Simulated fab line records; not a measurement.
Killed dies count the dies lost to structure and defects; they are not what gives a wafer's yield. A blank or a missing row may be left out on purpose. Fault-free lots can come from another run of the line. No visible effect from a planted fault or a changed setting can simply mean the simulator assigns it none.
Matching of chambers :: flow gf180mcu :: rie_si-02 running GF_POLY_GATE_ETCH_13: 4 sister chambers
The step etches poly-Si in HBr/Cl2, stops on SiO2, target depth 198.5 nm, time 69.6 s. 4 wafers are shown with their chamber, then 8 later ones without.

WAFERS PAIRED WITH THEIR CHAMBERS
wafer: L683.2
chamber: 3
rf_fwd_power_W (W): 398.2

wafer: L685.4
chamber: 2
rf_fwd_power_W (W): 398.9

wafer: L685.5
chamber: 0
rf_fwd_power_W (W): 395.2

wafer: L690.3
chamber: 1
rf_fwd_power_W (W): 394.8

WAFERS MISSING THEIR CHAMBER
wafer: L690.4
rf_fwd_power_W (W): 396.1

wafer: L690.6
rf_fwd_power_W (W): 393.6

wafer: L699.2
rf_fwd_power_W (W): 398.4

wafer: L699.4
rf_fwd_power_W (W): 398.1

wafer: L699.5
rf_fwd_power_W (W): 392.0

wafer: L701.1
rf_fwd_power_W (W): 396.0

wafer: L701.2
rf_fwd_power_W (W): 395.8

wafer: L701.5
rf_fwd_power_W (W): 396.1

WHICH CHAMBER EACH WENT THROUGH
wafer: L690.4
from the rows above: can't be placed: 0 or 1 or 3 or 2
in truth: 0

wafer: L690.6
from the rows above: can't be placed: 1 or 0
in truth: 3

wafer: L699.2
from the rows above: can't be placed: 3 or 2
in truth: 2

wafer: L699.4
from the rows above: can't be placed: 3 or 2
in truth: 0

wafer: L699.5
from the rows above: can't be placed: 1 or 0
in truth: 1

wafer: L701.1
from the rows above: can't be placed: 0 or 1 or 3 or 2
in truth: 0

wafer: L701.2
from the rows above: can't be placed: 0 or 1 or 3
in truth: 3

wafer: L701.5
from the rows above: can't be placed: 0 or 1 or 3 or 2
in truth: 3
0 of 8 placed correctly. Can't be placed from these rows: 8 (the true chamber is among the candidates in 6). Wrongly placed: 0.
How it was worked out, from the rows above alone: a wafer's distance from a chamber is the root of the sum, over the readings, of the square of ((its reading less the chamber's mean) divided by the reading's scatter). If the next closest chamber is less than 2 further off than the closest, the wafer can't be placed; otherwise it belongs to the closest. Each chamber's mean is taken over the wafers shown for it. The scatter: root of mean squared gap, hidden wafer to nearest shown wafer, with one shown wafer a chamber.
